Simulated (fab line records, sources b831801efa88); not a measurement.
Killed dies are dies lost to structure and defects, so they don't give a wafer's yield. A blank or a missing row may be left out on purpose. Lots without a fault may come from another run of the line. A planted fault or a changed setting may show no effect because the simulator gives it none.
Chamber matching | flow gf180mcu | GF_CONTACT_CMP_04 on cmp-01: 4 sister chambers
The step polishes SiO2. 8 wafers are shown with their chamber, then 7 later ones without.

WAFERS WITH THEIR CHAMBER
wafer  | chamber | motor_current_A (A) | time_to_endpoint_s (s)
L423.5 | 2       | 10.2                | 108
L425.1 | 1       | 10.3                | 110
L425.3 | 0       | 14.2                | 96
L429.1 | 1       | 10.2                | 111
L429.5 | 2       | 10.5                | 115
L429.6 | 3       | 11.1                | 113
L440.1 | 0       | 14.6                | 104
L440.2 | 3       | 11.3                | 109

WAFERS WITHOUT THEIR CHAMBER
wafer  | motor_current_A (A) | time_to_endpoint_s (s)
L440.5 | 10.3                | 112
L441.1 | 10.1                | 103
L441.4 | 9.5                 | 118
L441.5 | 9.9                 | 113
L442.2 | 9.4                 | 107
L442.3 | 11.0                | 118
L442.4 | 14.6                | 109

WHICH CHAMBER EACH WENT THROUGH
wafer  | from the rows above     | in truth
L440.5 | can't be placed: 2 or 1 | 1
L441.1 | can't be placed: 1 or 2 | 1
L441.4 | can't be placed: 1 or 2 | 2
L441.5 | can't be placed: 1 or 2 | 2
L442.2 | can't be placed: 1 or 2 | 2
L442.3 | can't be placed: 3 or 2 | 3
L442.4 | 0                       | 0
Placed correctly: 1 of 7. Can't be placed from these rows: 6 (the true chamber is among the candidates in 6). Placed wrongly: 0.
How it was worked out, from the rows above alone: a wafer's distance from a chamber is the root of the sum, over the readings, of the square of ((its reading less the chamber's mean) divided by the reading's scatter). The wafer belongs to the nearest chamber; if the next one is less than 2 further off, it can't be placed. A chamber's mean is the mean of its shown wafers. The scatter: the root of (the sum of the squares of (reading less its chamber's mean) over the shown wafers, divided by (wafers less chambers)).
